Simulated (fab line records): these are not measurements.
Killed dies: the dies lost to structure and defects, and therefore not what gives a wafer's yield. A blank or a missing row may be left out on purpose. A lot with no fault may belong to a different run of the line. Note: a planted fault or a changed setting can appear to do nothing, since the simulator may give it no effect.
One fault seen from 2 desks / flow gf180mcu / each desk has only its own numbers; what lay behind them comes last

== THE TOOL OWNER'S DESK: implanter-03 ==
For each lot that ran on this tool, the mean over its sampled wafers that have a number, from the tool's own readings at GF_HV_LDD_IMPLANT_36. Any lot whose mean is over 4 standard deviations away from the usual mean is out of limits and marked OUT; that distance is given in the brackets.
Columns: A = dose_ions_cm2 at GF_HV_LDD_IMPLANT_36, usual 7.502e+12; B = faraday_current_uA at GF_HV_LDD_IMPLANT_36, usual 42.3
lot=L279; first seen here=day 11 21:35; A=7.505e+12; B=42.4
lot=L286; first seen here=day 13 22:46; A=7.498e+12; B=42.1
lot=L287; first seen here=day 14 12:01; A=9.352e+12 (+99 or more) OUT; B=53.3 (+14) OUT
lot=L288; first seen here=day 14 19:34; A=9.345e+12 (+99 or more) OUT; B=51.0 (+11) OUT
lot=L289; first seen here=day 15 02:37; A=9.351e+12 (+99 or more) OUT; B=52.8 (+14) OUT
lot=L297; first seen here=day 17 15:59; A=7.505e+12; B=41.6
lot=L300; first seen here=day 19 02:50; A=7.505e+12; B=42.1
This desk finds L287, L288, L289 out of limits, L287 being first, at day 14 12:01 (dose_ions_cm2 at GF_HV_LDD_IMPLANT_36). L279, L286, L297, L300 stayed within limits.

== METROLOGY DESK ==
What the gauges read, lot by lot, whatever tool the lot ran on: means of the sampled wafers that have a number. Any lot whose mean is over 4 standard deviations away from the usual mean is out of limits and marked OUT; that distance is given in the brackets.
Columns: A = INCOMING_BOW at GF_STI_BOW_MEAS_00, usual 0 um; B = POLY_GATE_OVL at GF_POLY_GATE_OVL_MEAS_11, usual 2 nm; C = HV_LDD_RS at GF_HV_LDD_RS_MEAS_53, usual 418.3 ohm/sq
lot=L278; first seen here=day 1 10:00; A=-5; B=4; C=419.6
lot=L279; first seen here=day 1 15:00; A=2; B=3; C=418.7
lot=L286; first seen here=day 3 02:01; A=4; B=3; C=418.3
lot=L287; first seen here=day 3 07:01; A=2; B=2; C=412.6 (-5.7) OUT
lot=L288; first seen here=day 3 12:01; A=2; B=-1; C=415.2
lot=L289; first seen here=day 3 17:01; A=-5; B=-2; C=414.0 (-4.3) OUT
lot=L291; first seen here=day 4 03:02; A=-1; B=6; C=418.1
lot=L292; first seen here=day 4 08:00; A=-1; B=6; C=417.8
lot=L293; first seen here=day 4 13:00; A=2; B=4; C=418.4
lot=L296; first seen here=day 5 04:00; A=-3; B=9; C=418.8
lot=L297; first seen here=day 5 09:00; A=-6; B=2; C=417.3
lot=L299; first seen here=day 5 19:01; A=1; B=-1; C=417.9
lot=L300; first seen here=day 6 00:00; A=0; B=4; C=419.5
lot=L301; first seen here=day 6 05:00; A=2; B=3; C=418.1
Finding of this desk: L287, L289 out of limits, first seen on L287 at day 15 09:03 (HV_LDD_RS at GF_HV_LDD_RS_MEAS_53). L278, L279, L286, L288, L291, L292, L293, L296, L297, L299, L300, L301 stayed within limits.

== PUT TOGETHER ==
The tool owner's desk had the chance to raise an alarm at day 14 12:01 on L287, L288, L289.
Metrology desk: alarm possible at day 15 09:03 on L287, L289.
The metrology desk holds a record of L288, inside its limits.
The lots listed all ran GF_HV_LDD_IMPLANT_36 on implanter-03.

== WHAT WAS PUT IN BY THE SIMULATOR ==
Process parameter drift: implanter-03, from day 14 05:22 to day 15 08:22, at GF_HV_LDD_IMPLANT_36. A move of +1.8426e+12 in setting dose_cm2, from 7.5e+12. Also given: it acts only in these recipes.
Shown lots that were struck: L287, L288, L289.
Delay (hours) between the fault's onset and each desk's first out-of-limits reading: 7 at the tool owner's desk, 28 at the metrology desk.
